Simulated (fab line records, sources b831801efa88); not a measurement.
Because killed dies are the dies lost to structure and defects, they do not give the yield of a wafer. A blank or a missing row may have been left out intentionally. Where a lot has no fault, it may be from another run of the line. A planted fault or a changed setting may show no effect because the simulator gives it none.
Matching of chambers	flow sky130	SKY_FIELD_ISO_CMP_27 on cmp-02: 4 sister chambers
The step polishes, stops on Si3N4, t overpolish 16 s, target thk 457.8 nm. 7 wafers are shown with their chamber, then 8 later ones without.

== WAFERS, EACH WITH ITS CHAMBER ==
wafer	chamber	motor-current-A (A)	time-to-endpoint-s (s)
L117.1	2	12.4	112
L119.1	1	11.7	115
L119.3	0	12.2	116
L121.1	0	12.1	117
L121.2	3	12.7	110
L121.6	1	12.5	116
L126.2	3	13.5	110

== WAFERS WITHOUT THEIR CHAMBER ==
wafer	motor-current-A (A)	time-to-endpoint-s (s)
L126.3	12.7	110
L126.4	12.4	115
L131.1	12.4	118
L131.4	12.2	115
L131.6	12.8	116
L133.1	13.2	113
L133.2	11.9	120
L133.4	12.1	110

== CHAMBER TAKEN BY EACH ==
wafer	from the rows above	in truth
L126.3	3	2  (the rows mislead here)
L126.4	can't be placed: 1 or 0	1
L131.1	can't be placed: 0 or 1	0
L131.4	can't be placed: 1 or 0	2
L131.6	can't be placed: 0 or 1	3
L133.1	2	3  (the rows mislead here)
L133.2	can't be placed: 0 or 1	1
L133.4	can't be placed: 3 or 2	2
Correct placement for 0 of the 8. From these rows, 6 cannot be placed; in 4 the true chamber is one of the candidates. Placed wrongly: 2.
How it was worked out, from the rows above alone: a wafer's distance from a chamber is the root of the sum, over the readings, of the square of ((its reading less the chamber's mean) divided by the reading's scatter). The wafer belongs to the nearest chamber; if the next one is less than 2 further off, it can't be placed. For every chamber, the mean is computed from those of its wafers that are shown. The scatter: the root of (the sum of the squares of (reading less its chamber's mean) over the shown wafers, divided by (wafers less chambers)).
